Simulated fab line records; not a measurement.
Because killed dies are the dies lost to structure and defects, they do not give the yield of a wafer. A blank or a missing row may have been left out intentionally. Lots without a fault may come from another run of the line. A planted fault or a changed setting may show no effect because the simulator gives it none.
Problem report, 8D (eight disciplines) form, completed by code -- flow sky130 -- the parts of the form that need people (team, actions taken, sign-off) are left out

1. THE PROBLEM
Wafers without a fault read 1201 W, standard deviation 3.4; bias w at SKY_VIA2_ETCH_15 reads a mean of 1242 W on 6 wafers belonging to 2 lots. Measured from the usual mean, that is +12 standard deviations.
The step: etches SiO2 in C4F8/O2/Ar, stops on TiN, target depth 546 nm, time 84 s.
Seen first at day 42 01:33 on rie diel-01, wafer L466.2. The record has a number at this step for 39 wafers belonging to 13 lots. The rule behind "out" and "out of limits": a value lying over 4 standard deviations away from the usual mean. All remaining wafers that have a number are taken as sound.

2. WHAT THIS IS AND IS NOT
question,is,is not
which readings at this step,bias w,oes product au
which lots,"L466, L469","L447, L448, L450, L451, L452, L453, L455, L457, L458, L459, L464"
which wafers of those lots,all that have a number,-
read on which tools,rie diel-01,"rie diel-02, rie diel-04"
when,from day 42 01:33,up to then (33 sound wafers)

3. THE SUSPECTS, EACH WITH WHAT RULES IT OUT
Counting: a tool at any process step up to the reading remains a suspect when it ran all the lots that are out and ran no sound lot after the first of those.
- rie diel-01 at SKY_VIA2_ETCH_15 (etches SiO2 in C4F8/O2/Ar, stops on TiN, target depth 546 nm, time 84 s): kept. All lots that are out passed through it, beginning with L466 at day 42 01:33, and no sound lot followed; its final sound lot before that point was L457 at day 39 13:35. Its own bias w readings are out on those wafers.
The count leaves rie diel-01 at SKY_VIA2_ETCH_15.

4. THE CAUSE (what the simulator had put in)
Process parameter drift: rie diel-01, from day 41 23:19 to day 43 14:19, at SKY_VIA2_ETCH_15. The setting bias w was moved by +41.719, starting from 1200. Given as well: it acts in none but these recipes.
Only this tool survived the counting.

5. THE CHAIN OF EFFECTS, in route order
Each row: a reading where the mean over the struck wafers with a number is more than 3 standard deviations away from the usual. Only readings whose record carries a usual standard deviation are examined. hours: median over the lots of the time between each lot's start at the first step of this table that gives one and its start at this step. sigmas: the change, counted in usual standard deviations.
hours,step,reading,usual,on struck wafers,change,sigmas
0,SKY_VIA2_ETCH_15,bias w,1201 W,1242,+41,+12
Process steps it contains:
- SKY_VIA2_ETCH_15: etches SiO2 in C4F8/O2/Ar, stops on TiN, target depth 546 nm, time 84 s.

6. HOW IT WOULD HAVE BEEN CAUGHT EARLIER
The fault began at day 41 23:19; the first out-of-limits reading in this record came at day 42 01:33, 2 hours later.
